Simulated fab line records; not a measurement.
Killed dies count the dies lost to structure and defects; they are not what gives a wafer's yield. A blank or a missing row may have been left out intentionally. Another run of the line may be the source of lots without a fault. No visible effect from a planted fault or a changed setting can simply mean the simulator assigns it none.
fab line records	flow gf180mcu
record lots=14	wafers=42	last_day=34
route steps=602 shown STI@23 NWELL@52 LVPWELL@64 MVSD@73 POLY_GATE@167
lots that met no fault: from a run of the same line without faults
start_h: hours from the record's first day to the start of the lot's first wafer shown	wait_h: time in hours since the lot's previous step	" same as the row above	L1.1+2: several wafers, shown together as one row	- no value, or no start was given	* or withheld: withheld	< > ~ a bound
route shown NAME@n: names a module that has steps shown in the file, with the first one's number in the route	usual: mean and standard deviation over wafers with no fault	same: alike in all rows	chamber/n: place in a boat	sites: the reading at each site	_std_site: standard deviation across them	_edge_site: outer sites' mean less inner sites'	radius_mm: for every site, how far away it sits from the centre of the wafer	mask NAME#n: copy n	behind: the last tool/chamber to shape the wafer	hold: why the lot went on hold/how many hours it stayed there/how the hold came to an end	device: whichever transistor did not switch (one of n, p or np)	end of line: the tests these same wafers got at the end of their route	a step with no rows: only its recipe	killed: the dies lost at the first sort to structure and to defects; this is not the yield of the wafer	map: the dies of a wafer, with x for killed, . for not killed, _ for no die there
set.NAME: the run value of the setting; set.NAME@STEP: its run value at that earlier step	model.NAME: the simulator's own value behind a step, which no gauge read
a sample of lots followed through the steps of the route, with each step as a table and each wafer as a row
services: when a tool's chamber went out of use (start_h, in hours from the record's first day, below 0 if earlier), for how many hours, and the reason
## steps
# step GF_STI_THK_MEAS_22
# recipe reads=SiO2_of_STI_OXIDATION_21
# usual STI_OXIDATION_01_THK=14.94/0.26
lot.wafer	tool	chamber	start_h	wait_h	STI_OXIDATION_01_THK[nm]
L969.3	film_metro-01	-	30.65	0.0	14.99
L969.4	"	-	"	"	14.84
L969.6	"	-	"	"	14.83
L970.2	film_metro-01	-	32.60	0.0	14.74
L970.4	"	-	"	"	14.78
L970.5	"	-	"	"	14.60
L971.4	film_metro-01	-	37.89	0.0	14.84
L971.5	"	-	"	"	14.51
L971.6	"	-	"	"	14.86
L974.1	film_metro-03	-	52.72	0.0	15.20
L974.3	"	-	"	"	15.26
L974.4	"	-	"	"	15.22
L975.2	film_metro-02	-	58.54	0.0	14.39
L975.4	"	-	"	"	14.59
L975.5	"	-	"	"	14.77
L976.1	film_metro-02	-	62.96	0.0	14.71
L976.5	"	-	"	"	14.98
L976.6	"	-	"	"	14.94
L977.1	film_metro-02	-	68.28	0.0	14.61
L977.2	"	-	"	"	14.78
L977.6	"	-	"	"	14.57
L978.2	film_metro-01	-	74.00	0.0	15.05
L978.3	"	-	"	"	15.03
L978.5	"	-	"	"	15.07
L979.1	film_metro-01	-	78.67	0.0	15.20
L979.3	"	-	"	"	15.07
L979.4	"	-	"	"	15.39
L981.3	film_metro-03	-	89.72	0.0	14.82
L981.5	"	-	"	"	14.95
L981.6	"	-	"	"	14.78
L987.1	film_metro-01	-	120.35	0.0	15.10
L987.3	"	-	"	"	15.30
L987.5	"	-	"	"	15.14
L988.2	film_metro-01	-	125.77	0.0	15.11
L988.3	"	-	"	"	14.87
L988.5	"	-	"	"	14.57
L990.1	film_metro-03	-	138.25	0.0	15.09
L990.3	"	-	"	"	15.11
L990.5	"	-	"	"	15.27
L992.1	film_metro-03	-	146.53	0.0	14.74
L992.5	"	-	"	"	14.97
L992.6	"	-	"	"	15.08
# step GF_NWELL_STRIP_10
# recipe chemistry=O2/N2	power_w=1400	pressure_mtorr=1500	platen_temp_c=250	o2_flow_sccm=3000	n2_flow_sccm=300	overash_fraction=0.5
# usual chamber_pressure_mTorr=1500.0/1.5	drypump_motor_current_A=5.92/0.27	heater_power_w=360/29	oes_product_au=0.722/0.0049	overash_fraction=0.5/0	strip_time_to_endpoint_s=36.99/0.12
lot.wafer	tool	chamber	start_h	wait_h	chamber_pressure_mTorr	drypump_motor_current_A	heater_power_w	oes_product_au	overash_fraction	rf_hours_counter_h	strip_time_to_endpoint_s
L969.3	plasma_asher-02	1	58.02	0.1	1501.1	5.60	373	0.729	0.5	-	37.22
L969.4	"	0	"	"	1500.6	6.12	295	0.719	0.5	-	37.19
L969.6	"	0	"	"	1499.3	6.13	298	0.716	0.5	-	37.11
L970.2	plasma_asher-01	0	61.61	0.1	1499.0	5.96	377	0.720	0.5	45	37.05
L970.4	"	0	"	"	1497.7	5.97	380	0.718	0.5	-	37.21
L970.5	"	1	"	"	1498.7	6.27	353	0.721	0.5	-	37.17
L971.4	plasma_asher-01	1	66.67	0.1	1498.5	6.31	365	0.724	0.5	-	37.01
L971.5	"	1	"	"	1499.7	6.30	372	0.713	0.5	-	37.06
L971.6	"	0	"	"	1500.2	5.99	374	0.719	0.5	-	37.14
L974.1	plasma_asher-04	1	82.94	0.1	1499.5	5.57	355	0.722	0.5	43	36.77
L974.3	"	0	"	"	1498.1	6.14	388	0.711	0.5	-	36.81
L974.4	"	1	"	"	1499.3	5.58	354	0.713	0.5	-	36.68
L975.2	plasma_asher-04	0	88.09	0.1	1496.8	6.16	376	0.726	0.5	43	37.16
L975.4	"	1	"	"	1499.0	5.58	352	0.724	0.5	-	37.11
L975.5	"	1	"	"	1499.6	5.59	357	0.721	0.5	-	37.23
L976.1	plasma_asher-04	1	93.21	0.1	1499.6	5.59	365	0.717	0.5	44	36.93
L976.5	"	0	"	"	1500.1	6.14	391	0.720	0.5	-	37.02
L976.6	"	1	"	"	1501.6	5.57	354	0.723	0.5	-	37.13
L977.1	plasma_asher-04	0	99.54	0.1	-	-	-	-	-	-	-
L977.2	"	1	"	"	-	-	-	-	-	-	-
L977.6	"	0	"	"	-	-	-	-	-	-	-
L978.2	plasma_asher-02	0	104.64	0.1	-	-	-	-	-	-	-
L978.3	"	0	"	"	-	-	-	-	-	-	-
L978.5	"	0	"	"	-	-	-	-	-	-	-
L979.1	plasma_asher-02	1	109.14	0.1	1501.8	5.64	371	0.730	0.5	49	36.91
L979.3	"	1	"	"	1510.6	5.63	375	0.722	0.5	-	37.08
L979.4	"	0	"	"	1500.3	6.14	308	0.725	0.5	-	36.92
L981.3	plasma_asher-04	0	121.24	0.1	1499.9	6.13	390	0.720	0.5	-	36.93
L981.5	"	0	"	"	1498.9	6.13	395	0.721	0.5	-	36.95
L981.6	"	1	"	"	1501.4	5.57	360	0.723	0.5	-	36.98
L987.1	plasma_asher-04	1	154.54	0.1	1497.9	5.58	363	0.717	0.5	4	36.85
L987.3	"	1	"	"	1501.7	5.58	353	0.722	0.5	-	36.88
L987.5	"	1	"	"	1498.8	5.59	364	0.733	0.5	-	36.85
L988.2	plasma_asher-04	0	160.04	0.1	1500.5	6.13	380	0.717	0.5	4	36.95
L988.3	"	1	"	"	1499.9	5.57	358	0.729	0.5	-	37.04
L988.5	"	0	"	"	1501.4	6.14	394	0.721	0.5	-	37.01
L990.1	plasma_asher-04	0	172.59	0.1	1500.8	6.13	384	0.717	0.5	6	36.82
L990.3	"	1	"	"	1500.3	5.59	366	0.720	0.5	-	36.92
L990.5	"	0	"	"	1501.1	6.10	375	0.720	0.5	-	36.92
L992.1	plasma_asher-02	0	181.14	0.1	1501.3	6.14	300	0.726	0.5	57	37.00
L992.5	"	0	"	"	1501.4	6.14	301	0.726	0.5	-	37.10
L992.6	"	1	"	"	1498.9	5.62	376	0.719	0.5	-	36.84
# step GF_LVPWELL_STRIP_10
# recipe chemistry=O2/N2	power_w=1400	pressure_mtorr=1500	platen_temp_c=250	o2_flow_sccm=3000	n2_flow_sccm=300	overash_fraction=0.5
# usual chamber_pressure_mTorr=1500.0/1.5	drypump_motor_current_A=5.99/0.26	heater_power_w=351/27	oes_product_au=0.723/0.0046	strip_time_to_endpoint_s=36.99/0.099
# same overash_fraction=0.5
lot.wafer	tool	chamber	start_h	wait_h	chamber_pressure_mTorr	drypump_motor_current_A	heater_power_w	oes_product_au	rf_hours_counter_h	strip_time_to_endpoint_s
L969.3	plasma_asher-02	0	71.12	0.1	1499.8	6.15	302	0.731	-	37.02
L969.4	"	1	"	"	1501.8	5.62	373	0.717	-	36.93
L969.6	"	1	"	"	1500.3	5.64	376	0.719	-	36.99
L970.2	plasma_asher-03	0	74.99	0.1	1501.9	5.76	347	0.720	21	37.14
L970.4	"	1	"	"	1501.9	6.25	356	0.721	-	36.95
L970.5	"	1	"	"	1502.6	6.31	365	0.727	-	37.02
L971.4	plasma_asher-01	1	80.12	0.1	1499.3	6.25	368	0.719	-	36.88
L971.5	"	0	"	"	1501.4	5.96	382	0.714	-	36.89
L971.6	"	1	"	"	1499.0	6.29	352	0.720	-	37.02
L974.1	plasma_asher-03	1	96.89	0.1	1499.0	6.30	350	0.723	23	36.94
L974.3	"	0	"	"	1502.9	5.69	361	0.722	-	36.99
L974.4	"	1	"	"	1500.3	6.28	350	0.723	-	36.88
L975.2	plasma_asher-02	0	102.31	0.1	1499.2	6.14	297	0.726	48	36.98
L975.4	"	0	"	"	1498.9	6.13	304	0.733	-	37.00
L975.5	"	1	"	"	1499.7	5.59	374	0.730	-	36.97
L976.1	plasma_asher-02	1	107.64	0.1	1499.6	5.65	379	0.730	48	36.97
L976.5	"	1	"	"	1499.0	5.61	381	0.725	-	37.00
L976.6	"	0	"	"	1500.5	6.12	305	0.721	-	37.01
L977.1	plasma_asher-03	0	114.19	0.1	1501.1	5.72	357	0.741	26	81.82
L977.2	"	1	"	"	1501.2	6.22	355	0.741	26	81.67
L977.6	"	0	"	"	1498.5	5.71	357	0.755	-	81.72
L978.2	plasma_asher-02	0	119.24	0.1	1499.0	6.16	301	0.742	50	81.56
L978.3	"	0	"	"	1502.1	6.13	299	0.735	-	81.21
L978.5	"	0	"	"	1500.8	6.15	292	0.736	-	81.45
L979.1	plasma_asher-01	0	123.49	0.1	1498.6	5.96	369	0.724	49	37.06
L979.3	"	1	"	"	1499.9	6.29	365	0.729	-	36.97
L979.4	"	0	"	"	1500.6	5.98	386	0.716	-	37.05
L981.3	plasma_asher-01	1	136.92	0.1	1498.0	6.28	363	0.721	-	36.98
L981.5	"	1	"	"	1497.2	6.30	363	0.723	-	36.87
L981.6	"	0	"	"	1500.4	5.98	368	0.720	-	36.91
L987.1	plasma_asher-02	1	170.54	0.1	1500.3	5.64	373	0.724	55	36.89
L987.3	"	1	"	"	1500.8	5.65	376	0.731	-	36.91
L987.5	"	0	"	"	1500.5	6.15	306	0.720	-	36.93
L988.2	plasma_asher-02	0	176.16	0.1	1495.9	6.14	301	0.723	56	37.05
L988.3	"	0	"	"	1498.2	6.13	305	0.717	-	37.09
L988.5	"	0	"	"	1498.0	6.15	296	0.723	-	37.08
L990.1	plasma_asher-02	1	189.79	0.1	1499.9	5.63	374	0.722	58	37.23
L990.3	"	1	"	"	1498.8	5.64	372	0.720	-	37.15
L990.5	"	0	"	"	1499.1	6.13	295	0.726	-	37.20
L992.1	plasma_asher-03	0	198.89	0.1	1501.6	5.70	366	0.720	34	36.96
L992.5	"	0	"	"	1501.4	5.71	353	0.728	-	36.89
L992.6	"	1	"	"	1498.6	6.26	353	0.725	-	36.81
# step GF_LVPWELL_TW_MEAS_11
# usual LVPWELL_TW=559/3.7
lot.wafer	tool	chamber	start_h	wait_h	LVPWELL_TW
L969.3	film_metro-02	-	71.21	0.1	557
L969.4	"	-	"	"	557
L969.6	"	-	"	"	556
L970.2	film_metro-04	-	75.10	0.1	562
L970.4	"	-	"	"	559
L970.5	"	-	"	"	561
L971.4	film_metro-04	-	80.22	0.1	563
L971.5	"	-	"	"	561
L971.6	"	-	"	"	563
L974.1	film_metro-02	-	96.99	0.1	556
L974.3	"	-	"	"	556
L974.4	"	-	"	"	553
L975.2	film_metro-02	-	102.42	0.1	555
L975.4	"	-	"	"	556
L975.5	"	-	"	"	553
L976.1	film_metro-02	-	107.74	0.1	555
L976.5	"	-	"	"	556
L976.6	"	-	"	"	553
L977.1	film_metro-04	-	114.29	0.1	30
L977.2	"	-	"	"	30
L977.6	"	-	"	"	30
L978.2	film_metro-04	-	119.35	0.1	30
L978.3	"	-	"	"	30
L978.5	"	-	"	"	30
L979.1	film_metro-01	-	123.59	0.1	558
L979.3	"	-	"	"	555
L979.4	"	-	"	"	554
L981.3	film_metro-01	-	137.01	0.1	555
L981.5	"	-	"	"	553
L981.6	"	-	"	"	554
L987.1	film_metro-01	-	170.64	0.1	554
L987.3	"	-	"	"	554
L987.5	"	-	"	"	553
L988.2	film_metro-04	-	176.27	0.1	561
L988.3	"	-	"	"	559
L988.5	"	-	"	"	560
L990.1	film_metro-04	-	189.89	0.1	560
L990.3	"	-	"	"	561
L990.5	"	-	"	"	561
L992.1	film_metro-04	-	198.99	0.1	565
L992.5	"	-	"	"	564
L992.6	"	-	"	"	565
# step GF_MVSD_OVL_MEAS_07
# usual MVSD_OVL=-1.0/1.4
lot.wafer	tool	chamber	start_h	wait_h	MVSD_OVL[nm]
L969.3	overlay-02	-	84.62	-	-1.5
L969.4	"	-	"	"	-0.5
L969.6	"	-	"	"	-1.3
L970.2	overlay-01	-	89.13	-	0.5
L970.4	"	-	"	"	-2.1
L970.5	"	-	"	"	-0.5
L971.4	overlay-01	-	93.64	-	-2.7
L971.5	"	-	"	"	-0.8
L971.6	"	-	"	"	-1.0
L974.1	overlay-01	-	111.62	-	-1.0
L974.3	"	-	"	"	0.1
L974.4	"	-	"	"	-2.1
L975.2	overlay-02	-	116.08	-	-2.0
L975.4	"	-	"	"	-2.2
L975.5	"	-	"	"	-3.2
L976.1	overlay-02	-	121.70	-	0.4
L976.5	"	-	"	"	0.4
L976.6	"	-	"	"	0.1
L977.1	overlay-01	-	128.80	-	-1.9
L977.2	"	-	"	"	-1.5
L977.6	"	-	"	"	-1.1
L978.2	overlay-01	-	133.88	-	-0.6
L978.3	"	-	"	"	-2.3
L978.5	"	-	"	"	-0.7
L979.1	overlay-01	-	138.35	-	-0.8
L979.3	"	-	"	"	-1.5
L979.4	"	-	"	"	-0.3
L981.3	overlay-02	-	152.49	-	0.0
L981.5	"	-	"	"	-1.4
L981.6	"	-	"	"	0.0
L987.1	overlay-02	-	187.00	-	1.3
L987.3	"	-	"	"	-0.7
L987.5	"	-	"	"	-1.2
L988.2	overlay-02	-	192.38	-	-0.3
L988.3	"	-	"	"	1.2
L988.5	"	-	"	"	0.1
L990.1	overlay-01	-	207.12	-	1.0
L990.3	"	-	"	"	-1.3
L990.5	"	-	"	"	-0.1
L992.1	overlay-01	-	216.57	-	-1.9
L992.5	"	-	"	"	-2.0
L992.6	"	-	"	"	-1.6
# step GF_POLY_GATE_CD_MEAS_10
# recipe target_cd_nm=280
# usual cd_nm=280.0/1
lot.wafer	tool	chamber	start_h	wait_h	cd_nm
L969.3	cd_sem-02	-	198.94	0.1	279.5
L969.4	"	-	"	"	278.4
L969.6	"	-	"	"	280.4
L970.2	cd_sem-02	-	203.54	0.1	279.1
L970.4	"	-	"	"	279.2
L970.5	"	-	"	"	279.4
L971.4	cd_sem-02	-	212.88	0.1	278.6
L971.5	"	-	"	"	279.1
L971.6	"	-	"	"	279.8
L974.1	cd_sem-01	-	233.55	0.1	279.3
L974.3	"	-	"	"	279.4
L974.4	"	-	"	"	279.6
L975.2	cd_sem-01	-	240.59	0.1	281.6
L975.4	"	-	"	"	280.6
L975.5	"	-	"	"	281.3
L976.1	cd_sem-02	-	244.70	0.1	278.7
L976.5	"	-	"	"	279.8
L976.6	"	-	"	"	279.4
L977.1	cd_sem-01	-	252.72	0.1	278.7
L977.2	"	-	"	"	280.2
L977.6	"	-	"	"	279.8
L978.2	cd_sem-02	-	261.57	0.1	279.7
L978.3	"	-	"	"	279.8
L978.5	"	-	"	"	278.9
L979.1	cd_sem-02	-	266.47	0.1	278.2
L979.3	"	-	"	"	279.9
L979.4	"	-	"	"	278.9
L981.3	cd_sem-01	-	280.51	0.1	281.7
L981.5	"	-	"	"	280.3
L981.6	"	-	"	"	280.9
L987.1	cd_sem-02	-	326.75	0.1	281.0
L987.3	"	-	"	"	280.7
L987.5	"	-	"	"	280.4
L988.2	cd_sem-01	-	332.94	0.1	281.6
L988.3	"	-	"	"	280.5
L988.5	"	-	"	"	281.0
L990.1	cd_sem-02	-	348.52	0.1	281.3
L990.3	"	-	"	"	281.1
L990.5	"	-	"	"	282.6
L992.1	cd_sem-01	-	362.00	0.1	280.0
L992.5	"	-	"	"	279.2
L992.6	"	-	"	"	279.4
## services
tool	chamber	start_h	hours	kind
plasma_asher-03	-	85.97	2.8	pm
plasma_asher-04	-	108.81	9.0	pm
plasma_asher-04	0	108.81	9.0	vent_cycle
plasma_asher-04	1	108.81	9.0	vent_cycle
plasma_asher-04	0	117.81	-	clean
plasma_asher-04	1	117.81	-	clean
plasma_asher-03	-	140.00	1.3	repair
## key
first_sign step=GF_NWELL_STRIP_10	reading=tool_record	direction=missing
effect step=GF_LVPWELL_STRIP_10	reading=strip_time_to_endpoint_s	direction=up	sigmas=99+	usual=*	struck=*
effect step=GF_LVPWELL_TW_MEAS_11	reading=LVPWELL_TW	direction=down	sigmas=99+	usual=559	struck=30
met_at GF_NWELL_STRIP_10
struck_lots L977,L978
sort_left_out L977.1,L977.2,L977.6,L978.2,L978.3,L978.5
tester_left_out L977,L978
not_acting_at GF_STI_THK_MEAS_22,GF_MVSD_OVL_MEAS_07,GF_POLY_GATE_CD_MEAS_10
onset_between 93.21 99.54
fault kind=skipped_step_whole	tool=plasma_asher-02,plasma_asher-04	chamber=-	onset_h=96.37	steps=GF_NWELL_STRIP_10	scope=struck_lots_only
# tester_left_out: of these lots the tester's yield and bins aren't shown, on N5 and GAA mostly nor the transistor test; their killed dies are dies lost to structure and defects alone, not to doping, threshold or leakage, so they don't give the yield
# sort_left_out: the simulated sort isn't trusted on such a fault, so these wafers' sort isn't shown, and their yield isn't known
